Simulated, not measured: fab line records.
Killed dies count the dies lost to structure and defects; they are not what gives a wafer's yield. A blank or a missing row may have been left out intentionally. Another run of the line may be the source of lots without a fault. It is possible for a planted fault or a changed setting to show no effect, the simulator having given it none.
Shared-tool check ; flow sky130 ; Sample size 12 lots and 45 wafers

== THE REASON FOR OPENING IT ==
3 of 12 lots carry a flag on the reading LDD_P_OVL at SKY_LDD_P_OVL_MEAS_08. Fault-free wafers read -0.1 nm, with a standard deviation of 1.6.
Rule: flag the lot when none of its wafers has a number, or when each of its wafers that has one lies beyond 4 standard deviations from that mean. As for the other lots, they are considered sound.

lot;measured;on;LDD_P_OVL (nm), wafer by wafer;flag
L151;day 19 22:31;overlay-02;1.7 1.7 1.4;
L152;day 20 00:07;overlay-02;0.2 -0.9 0.3;
L153;day 20 05:12;overlay-02;-0.3 -0.2 0.4;
L154;day 20 22:44;overlay-02;-0.3 0.1 -1.5;
L156;day 21 16:45;overlay-01;-2.7 -0.8 -1.7;
L157;day 22 04:54;overlay-02;-0.6 0.1 -0.1;
L158;day 22 07:44;overlay-01;-0.5 0.2 -0.3;
L159;day 22 10:53;overlay-02;-0.3 -1.1 -1.4;
L160;day 22 20:51;overlay-02;111.7 110.5 110.9 112.5 110.9 111.3;FLAGGED
L161;day 23 03:19;overlay-01;114.1 113.1 114.1 114.5 113.2 115.0;FLAGGED
L162;day 23 18:01;overlay-02;113.9 114.5 114.7 114.4 115.2 115.5;FLAGGED
L169;day 26 03:06;overlay-02;0.1 0.1 1.2;
Average over the flagged lots: 113.3 nm; offset from the usual +113.4 nm, equal to +71 standard deviations.

== EACH LOT AND THE TOOL IT RAN ON ==
Before the reading, the record contains 2 process steps out of a 708-step route. Cell contents, in order: the tool; ch with the chambers the sampled wafers went through; the start.
lot;flag;SKY_SONOS_ONO_STRIP_17;SKY_LDD_P_EXPOSE_04
L151;;plasma_asher-04 ch 0,1, day 13 12:14;iline_stepper-01 ch 0, day 19 07:41
L152;;plasma_asher-04 ch 0,1, day 13 16:50;iline_stepper-02 ch 0, day 19 09:19
L153;;plasma_asher-04 ch 0,1, day 13 20:04;iline_stepper-01 ch 0, day 19 14:16
L154;;plasma_asher-01 ch 0, day 14 06:23;iline_stepper-01 ch 0, day 20 05:17
L156;;plasma_asher-04 ch 0,1, day 14 22:43;iline_stepper-02 ch 0, day 21 01:22
L157;;plasma_asher-04 ch 1, day 15 10:32;iline_stepper-01 ch 0, day 21 13:13
L158;;plasma_asher-04 ch 0,1, day 15 15:29;iline_stepper-02 ch 0, day 21 16:54
L159;;plasma_asher-03 ch 1, day 15 15:34;iline_stepper-02 ch 0, day 21 20:02
L160;FLAGGED;plasma_asher-01 ch 0,1, day 16 04:34;iline_stepper-02 ch 0, day 22 05:49
L161;FLAGGED;plasma_asher-01 ch 0,1, day 16 09:16;iline_stepper-02 ch 0, day 22 11:49
L162;FLAGGED;plasma_asher-01 ch 0,1, day 16 22:58;iline_stepper-02 ch 0, day 23 03:46
L169;;plasma_asher-03 ch 0,1, day 19 10:04;iline_stepper-01 ch 0, day 25 12:50
What is done by these steps:
- SKY_SONOS_ONO_STRIP_17: strips in O2/N2.
- SKY_LDD_P_EXPOSE_04: exposes mask PSDM, target cd 380 nm.
- SKY_LDD_P_OVL_MEAS_08

== FLAGGED OVER TOTAL, TOOL BY TOOL (the gauges that took the reading come last) ==
step;tool;lots run;flagged;share of the flagged lots;sound lots run after its first flagged lot
SKY_SONOS_ONO_STRIP_17;plasma_asher-01;4;3;all;0
SKY_SONOS_ONO_STRIP_17;plasma_asher-03;2;0;none;-
SKY_SONOS_ONO_STRIP_17;plasma_asher-04;6;0;none;-
SKY_LDD_P_EXPOSE_04;iline_stepper-01;5;0;none;-
SKY_LDD_P_EXPOSE_04;iline_stepper-02;7;3;all;0
SKY_LDD_P_OVL_MEAS_08;overlay-01;3;1;some;0
SKY_LDD_P_OVL_MEAS_08;overlay-02;9;2;some;1 (L169)

== WHAT IS ALLOWED BY THE TABLE ==
Every flagged lot went through 2 rows of the table: plasma_asher-01 at SKY_SONOS_ONO_STRIP_17 and iline_stepper-02 at SKY_LDD_P_EXPOSE_04.
- plasma_asher-01 at SKY_SONOS_ONO_STRIP_17: 3 of its 4 lots flagged. Last sound lot L154 at day 14 06:23, first flagged lot L160 at day 16 04:34; a fault beginning in between fits.
- iline_stepper-02 at SKY_LDD_P_EXPOSE_04: 3 of its 7 lots flagged. Last sound lot L159 at day 21 20:02, first flagged lot L160 at day 22 05:49; a fault beginning in between fits.
These 2 tools cannot be told apart by counting lots, since each of them fits a fault that started at some hour. More lots, or a look at what each step does to the wafer, might.

== WHAT WAS PUT IN BY THE SIMULATOR ==
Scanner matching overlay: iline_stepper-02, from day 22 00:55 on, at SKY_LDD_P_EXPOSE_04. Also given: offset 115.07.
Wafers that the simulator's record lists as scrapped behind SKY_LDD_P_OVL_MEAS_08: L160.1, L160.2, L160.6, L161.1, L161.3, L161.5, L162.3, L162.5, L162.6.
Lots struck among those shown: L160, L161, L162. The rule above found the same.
